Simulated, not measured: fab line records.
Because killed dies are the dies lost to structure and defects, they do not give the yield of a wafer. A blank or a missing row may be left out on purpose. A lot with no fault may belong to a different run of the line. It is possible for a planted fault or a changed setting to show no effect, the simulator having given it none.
Chamber matching / flow gf180mcu / GF_V5_CVD_02 on pecvd-01 has 3 sister chambers
The step deposits SiO2 from TEOS, target thk 1450 nm, time 163.28 s. 6 wafers are shown with their chamber, then 7 later ones without.

== WAFERS WITH THEIR CHAMBER ==
wafer=L084.2; chamber=2; heater power w (W)=580
wafer=L086.1; chamber=2; heater power w (W)=595
wafer=L086.2; chamber=1; heater power w (W)=996
wafer=L086.5; chamber=0; heater power w (W)=652
wafer=L091.1; chamber=1; heater power w (W)=864
wafer=L091.3; chamber=0; heater power w (W)=742

== WAFERS WHOSE CHAMBER IS MISSING ==
wafer=L091.5; heater power w (W)=581
wafer=L095.2; heater power w (W)=790
wafer=L095.3; heater power w (W)=713
wafer=L095.4; heater power w (W)=805
wafer=L097.2; heater power w (W)=754
wafer=L097.4; heater power w (W)=800
wafer=L097.6; heater power w (W)=600

== THE CHAMBER EACH PASSED THROUGH ==
wafer=L091.5; from the rows above=can't be placed: 2 or 0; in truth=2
wafer=L095.2; from the rows above=can't be placed: 0 or 1 or 2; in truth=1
wafer=L095.3; from the rows above=can't be placed: 0 or 2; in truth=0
wafer=L095.4; from the rows above=can't be placed: 0 or 1 or 2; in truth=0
wafer=L097.2; from the rows above=can't be placed: 0 or 2 or 1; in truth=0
wafer=L097.4; from the rows above=can't be placed: 0 or 1 or 2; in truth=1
wafer=L097.6; from the rows above=can't be placed: 2 or 0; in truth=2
Correct placement for 0 of the 7. Not placeable from these rows: 7 (in 7, the candidates include the true chamber). Number placed wrongly: 0.
How it was worked out, from the rows above alone: a wafer's distance from a chamber is the root of the sum, over the readings, of the square of ((its reading less the chamber's mean) divided by the reading's scatter). The wafer belongs to the nearest chamber; if the next one is less than 2 further off, it can't be placed. For every chamber, the mean is computed from those of its wafers that are shown. The scatter: take each reading less its chamber's mean, square it, sum over the shown wafers, divide by the number of wafers less the number of chambers, and take the root.
